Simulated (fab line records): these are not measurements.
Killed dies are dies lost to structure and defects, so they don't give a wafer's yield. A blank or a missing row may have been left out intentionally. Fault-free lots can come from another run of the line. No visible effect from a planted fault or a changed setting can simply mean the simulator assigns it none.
Code-filled problem report in 8D (eight disciplines) form    flow gf180mcu    the parts of the form that need people (team, actions taken, sign-off) are left out

## 1. PROBLEM STATEMENT
Wafers free of any fault read 46.14 ohm/sq (standard deviation 0.083) for NSD_RS at GF_PSD_RS_MEAS_14, against a mean of 44.87 ohm/sq on 6 wafers of 2 lots. Measured from the usual mean, that is -15 standard deviations.
The step: measures by four-point-probe.
The first sign was on wafer L702.2 at day 21 00:37, on film metro-03. At this step, 33 wafers from 11 lots have a number in the record. Rule for "out", or "out of limits": more than 4 standard deviations from the usual mean. All remaining wafers that have a number are taken as sound.

## 2. WHAT THIS IS AND IS NOT
question                     is                      is not
which readings at this step  NSD_RS                  -
which lots                   L702, L703              L683, L684, L686, L687, L691, L692, L693, L695, L706
which wafers of those lots   all that have a number  -
read on which gauges         film metro-03           film metro-02, film metro-04
when                         from day 21 00:37       up to then (24 sound wafers); but 3 sound wafers of L706 came after

## 3. THE SUSPECTS, EACH WITH WHAT RULES IT OUT
Counting: a tool stays on the suspect list if, at a process step up to the reading, it processed all lots that are out and no sound lot following the first of them.
- the gauge at GF_PSD_RS_MEAS_14 has been ruled out. All the wafers that are out were read on film metro-03, but those of them that GF_NSD_IMPLANT_09 has rows for are out there too, on other tools.
- implanter-01 at GF_NSD_IMPLANT_09: kept. All lots that are out passed through it, beginning with L702 at day 19 23:36, and no sound lot followed; its final sound lot before that point was L686 at day 14 05:37. Out on those wafers are its own readings of beam energy keV.
- plasma asher-01 at GF_NSD_STRIP_11 (strips in O2/N2): ruled out as a lasting fault. Following L702 (day 19 23:52), the first lot on it that is out, the sound lots L706 were run on it.
The count leaves implanter-01 at GF_NSD_IMPLANT_09.

## 4. THE CAUSE (what the simulator had put in)
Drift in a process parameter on implanter-01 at GF_NSD_IMPLANT_09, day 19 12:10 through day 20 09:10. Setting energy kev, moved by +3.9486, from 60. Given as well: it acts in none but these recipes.
Counting left only this tool.

## 5. THE EFFECT CHAIN, in route order
Each row: a reading whose mean over the struck wafers that have a number lies more than 3 standard deviations from the usual. Readings are gone through only where the record gives a usual standard deviation; hours: the median, over the lots, of the time from a lot's start at the first step in this table giving one to that lot's start at this step; sigmas: the change measured in usual standard deviations.
hours  step               reading                   usual         on struck wafers  change  sigmas
0      GF_NSD_IMPLANT_09  beam energy keV           60.000        63.956            +3.956  +99 or more
0      GF_NSD_STRIP_11    strip time to endpoint s  22.99 s       23.54             +0.55   +14
25     GF_PSD_RS_MEAS_14  NSD_RS                    46.14 ohm/sq  44.87             -1.27   -15
The process steps in it:
- GF_NSD_IMPLANT_09
- GF_NSD_STRIP_11: strips in O2/N2.

## 6. HOW IT WOULD HAVE BEEN CAUGHT EARLIER
36 hours passed between the start of the fault at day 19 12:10 and the first reading out of limits at a measuring or inspecting step in this record, taken at day 21 00:37.
Tool's own readings at GF_NSD_IMPLANT_09, beam energy keV: out on all struck wafers the step has rows for; an alarm limit on them would have tripped on the first.
The start of GF_NSD_IMPLANT_09 on implanter-01 came by day 21 00:37 for every one of the lots that are out (2). Tool hold at that time: it would have spared none of them.
